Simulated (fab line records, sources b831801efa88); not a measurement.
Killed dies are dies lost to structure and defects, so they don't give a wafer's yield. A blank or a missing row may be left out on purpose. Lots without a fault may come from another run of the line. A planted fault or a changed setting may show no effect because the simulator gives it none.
Which tool did it? | flow sky130 | 13 lots, 39 wafers sampled, at 4 steps of a route of 708

WHAT THE GAUGES READ, wafer by wafer
SKY_POLY_CUT_CD_MEAS_08: target cd 270 nm. Usual: cd_nm 270.1 nm, standard deviation 1.3.
lot  | measured     | on        | cd_nm (nm)        | flag
L959 | day 24 04:54 | cd_sem-02 | 270.7 272.5 271.0 |
L961 | day 25 06:07 | cd_sem-01 | 268.3 267.4 269.3 |
L962 | day 25 17:34 | cd_sem-02 | 270.7 269.9 269.4 |
L964 | day 26 01:32 | cd_sem-01 | 271.2 270.8 271.7 |
L965 | day 26 17:20 | cd_sem-01 | 267.0 268.3 268.9 |
L966 | day 27 06:26 | cd_sem-01 | 270.9 270.3 269.7 |
L968 | day 28 05:25 | cd_sem-01 | 269.1 271.2 270.4 |
L973 | day 30 06:50 | cd_sem-01 | 269.3 270.4 269.4 |
L975 | day 31 00:55 | cd_sem-01 | 270.0 268.5 269.6 |
L976 | day 31 01:29 | cd_sem-01 | 271.9 271.8 271.0 |
L978 | day 31 09:45 | cd_sem-01 | 270.7 270.7 270.0 |
L979 | day 31 21:08 | cd_sem-01 | 268.1 267.5 269.3 |
L980 | day 32 03:42 | cd_sem-02 | 269.8 271.4 270.6 |

SKY_POLY_CUT_OVL_MEAS_09. Usual: POLY_CUT_OVL 2 nm, standard deviation 6.
lot  | measured     | on         | POLY_CUT_OVL (nm) | flag
L959 | day 24 04:59 | overlay-02 | 1 6 9             |
L961 | day 25 06:11 | overlay-01 | 1 12 4            |
L962 | day 25 17:41 | overlay-02 | -1 -6 4           |
L964 | day 26 01:39 | overlay-02 | 3 -18 -4          |
L965 | day 26 17:28 | overlay-01 | 2 -6 -3           |
L966 | day 27 06:32 | overlay-01 | -4 -5 0           |
L968 | day 28 05:31 | overlay-02 | 0 3 -1            |
L973 | day 30 06:58 | overlay-02 | 7 -8 3            |
L975 | day 31 01:02 | overlay-02 | -5 9 -2           |
L976 | day 31 01:37 | overlay-01 | -8 -3 2           |
L978 | day 31 09:52 | overlay-02 | 5 11 3            |
L979 | day 31 21:16 | overlay-02 | 1 6 13            |
L980 | day 32 03:47 | overlay-02 | -6 2 -4           |

WHICH TOOL RAN EACH LOT (tool, then ch and the chambers of the sampled wafers, then the start)
lot  | SKY_LDD_P_STRIP_10                   | SKY_LDD_LDN_IMPLANT_11
L959 | plasma_asher-03 ch 0,1, day 18 23:17 | implanter-02 ch 0, day 22 19:46
L961 | plasma_asher-04 ch 0,1, day 20 03:59 | implanter-01 ch 0, day 23 23:30
L962 | plasma_asher-04 ch 0,1, day 20 15:43 | implanter-01 ch 0, day 24 10:25
L964 | plasma_asher-04 ch 0,1, day 20 23:34 | implanter-01 ch 0, day 24 18:07
L965 | plasma_asher-03 ch 0,1, day 21 14:28 | implanter-01 ch 0, day 25 09:44
L966 | plasma_asher-03 ch 0,1, day 22 04:04 | implanter-02 ch 0, day 25 22:18
L968 | plasma_asher-02 ch 0,1, day 23 05:08 | implanter-01 ch 0, day 26 22:56
L973 | plasma_asher-04 ch 1, day 25 09:22   | implanter-02 ch 0, day 29 01:07
L975 | plasma_asher-02 ch 0,1, day 26 03:37 | implanter-02 ch 0, day 29 18:43
L976 | plasma_asher-04 ch 0,1, day 26 04:53 | implanter-04 ch 0, day 29 20:13
L978 | plasma_asher-03 ch 0,1, day 26 13:35 | implanter-01 ch 0, day 30 03:10
L979 | plasma_asher-04 ch 0,1, day 27 03:01 | implanter-04 ch 0, day 30 16:04
L980 | plasma_asher-04 ch 0,1, day 27 10:35 | implanter-04 ch 0, day 30 22:43
- SKY_LDD_P_STRIP_10: strips in O2/N2.
- SKY_LDD_LDN_IMPLANT_11

WHAT THE TOOLS THEMSELVES READ (means of the sampled wafers that have a number; where no wafer has one, the mark that the record gives instead)
SKY_LDD_P_STRIP_10. Usual: drypump_motor_current_A 6.0 A, standard deviation 0.58; oes_product_au 0.715 a.u., standard deviation 0.0047; strip_time_to_endpoint_s 14.18 s, standard deviation 0.044.
lot  | tool            | drypump_motor_current_A (A) | oes_product_au (a.u.) | strip_time_to_endpoint_s (s) | flag
L959 | plasma_asher-03 | 6.1                         | 0.719                 | 14.22                        |
L961 | plasma_asher-04 | 5.7                         | 0.715                 | 14.18                        |
L962 | plasma_asher-04 | 6.3                         | 0.717                 | 14.18                        |
L964 | plasma_asher-04 | 5.7                         | 0.716                 | 14.27                        |
L965 | plasma_asher-03 | 5.9                         | 0.714                 | 14.14                        |
L966 | plasma_asher-03 | 6.1                         | 0.715                 | 14.20                        |
L968 | plasma_asher-02 | 5.9                         | 0.712                 | 14.12                        |
L973 | plasma_asher-04 | 6.7                         | 0.714                 | 14.11                        |
L975 | plasma_asher-02 | 5.9                         | 0.719                 | 14.19                        |
L976 | plasma_asher-04 | 6.2                         | 0.722                 | 14.16                        |
L978 | plasma_asher-03 | 6.1                         | 0.713                 | 14.19                        |
L979 | plasma_asher-04 | 6.2                         | 0.713                 | 14.17                        |
L980 | plasma_asher-04 | 6.2                         | 0.716                 | 14.17                        |

SKY_LDD_LDN_IMPLANT_11. Usual: dose_ions_cm2 1.25e+13, standard deviation 1.3e+10; faraday_current_uA 70.5, standard deviation 1.3.
lot  | tool         | dose_ions_cm2 | faraday_current_uA | flag
L959 | implanter-02 | 1.25e+13      | 70.9               |
L961 | implanter-01 | 1.25e+13      | 69.8               |
L962 | implanter-01 | 1.25e+13      | 70.0               |
L964 | implanter-01 | 1.25e+13      | 70.8               |
L965 | implanter-01 | 1.16e+13      | 65.1               | OFF
L966 | implanter-02 | 1.25e+13      | 70.8               |
L968 | implanter-01 | 1.16e+13      | 66.2               | OFF
L973 | implanter-02 | 1.25e+13      | 69.6               |
L975 | implanter-02 | 1.25e+13      | 70.1               |
L976 | implanter-04 | 1.25e+13      | 70.8               |
L978 | implanter-01 | 1.25e+13      | 71.4               |
L979 | implanter-04 | 1.25e+13      | 70.4               |
L980 | implanter-04 | 1.25e+13      | 72.2               |

THE ANSWER, worked out from the rows above alone
Rule: a lot is off if the mean of its wafers that have a number lies more than 3 standard deviations from the usual mean. A lot without any number at a reading at which 4 lots or more have one is off too. The other lots that the step has rows for count as sound. The gauges are gone through in route order, then the tools' own readings, and for those a lot's mean is taken as printed above. The first step at which some lot is off is used, and at that step the reading that is off furthest; a lot without a number counts as furthest.
Off: L965, L968, at SKY_LDD_LDN_IMPLANT_11 (dose_ions_cm2).
A tool fits if, at that step or a process step before it, it ran every lot that is off, and no sound lot after the first of them. None of those tried fits.

WHAT THE SIMULATOR HAD PUT IN
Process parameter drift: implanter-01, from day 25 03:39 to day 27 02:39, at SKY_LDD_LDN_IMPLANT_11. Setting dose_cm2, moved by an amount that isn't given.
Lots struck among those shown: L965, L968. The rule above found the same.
